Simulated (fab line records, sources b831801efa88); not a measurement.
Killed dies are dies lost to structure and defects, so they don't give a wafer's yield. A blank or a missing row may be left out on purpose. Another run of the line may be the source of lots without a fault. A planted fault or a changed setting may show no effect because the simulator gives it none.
A single fault, viewed from 2 desks :: flow sky130 :: each desk has only its own numbers; what lay behind them comes last

METROLOGY DESK
Means of the sampled wafers that have a number, per lot and without regard to the tool the lot ran on: this is what the gauges read. Any lot whose mean is over 4 standard deviations away from the usual mean is out of limits and marked OUT; that distance is given in the brackets.
Columns: A = cd nm at SKY_CONTACT_CD_MEAS_14, usual 169.8 nm; B = METAL1_OVL at SKY_METAL1_OVL_MEAS_16, usual -1 nm; C = VIA1_HDPCVD_THK at SKY_VIA1_THK_MEAS_01, usual 1031 nm
lot: L592
first seen here: day 32 15:08
A: 170.2
B: 3
C: 1037

lot: L593
first seen here: day 33 00:11
A: 167.8
B: 0
C: 1020

lot: L594
first seen here: day 33 02:54
A: 167.7
B: -3
C: 1023

lot: L595
first seen here: day 33 19:56
A: 169.0
B: -1
C: 1036

lot: L596
first seen here: day 34 05:28
A: 169.7
B: 4
C: 1029

lot: L597
first seen here: day 34 07:50
A: 167.9
B: -1
C: 1035

lot: L598
first seen here: day 34 15:53
A: 170.7
B: -12
C: 1033

lot: L599
first seen here: day 34 19:23
A: 168.6
B: 8
C: 1031

lot: L602
first seen here: day 35 17:21
A: 169.3
B: 10
C: 1031

lot: L609
first seen here: day 37 20:33
A: 169.5
B: -2
C: 1037

lot: L610
first seen here: day 38 00:43
A: 170.0
B: -5
C: 1031

lot: L611
first seen here: day 38 10:34
A: 169.9
B: -8
C: 1034

lot: L612
first seen here: day 38 11:42
A: 172.3
B: -12
C: 1023
This desk's finding: nothing out of limits on any of the 13 lots.

THE TOOL OWNER'S DESK: litho track-01
At SKY_METAL1_SOFTBAKE_11 (time 90 s), the tool's own readings, given per lot that ran on this tool as the mean of the sampled wafers with a number. Any lot whose mean is over 4 standard deviations away from the usual mean is out of limits and marked OUT; that distance is given in the brackets.
Columns: A = heater power total W at SKY_METAL1_SOFTBAKE_11, usual 57.36 W; B = plate temp C at SKY_METAL1_SOFTBAKE_11, usual 99.99 C
lot: L593
first seen here: day 33 14:00
A: 57.36
B: 100.10

lot: L597
first seen here: day 34 22:00
A: 57.31
B: 99.79

lot: L598
first seen here: day 35 06:00
A: 57.41
B: 99.87

lot: L599
first seen here: day 35 10:00
A: 60.89 (+32) OUT
B: 104.54 (+30) OUT

lot: L602
first seen here: day 36 07:00
A: 60.86 (+32) OUT
B: 104.50 (+30) OUT

lot: L610
first seen here: day 38 15:00
A: 57.42
B: 99.76

lot: L612
first seen here: day 39 01:00
A: 57.32
B: 99.88
This desk finds L599, L602 out of limits, L599 being first, at day 35 10:00 (heater power total W at SKY_METAL1_SOFTBAKE_11). L593, L597, L598, L610, L612 stayed within limits.

PUT TOGETHER
At day 35 10:00, on L599, L602, the tool owner's desk was in a position to raise an alarm.
At the metrology desk, nothing out of limits was observed.
The metrology desk holds a record of L599, L602, inside its limits.
All the named lots went through SKY_METAL1_SOFTBAKE_11 on litho track-01.

WHAT WAS PUT IN BY THE SIMULATOR
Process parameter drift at SKY_METAL1_SOFTBAKE_11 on litho track-01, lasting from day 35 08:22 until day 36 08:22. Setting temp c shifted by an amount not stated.
Struck lots among those shown: L599, L602.
Hours from the fault's start to each desk's first reading out of limits: the tool owner's desk, 2.
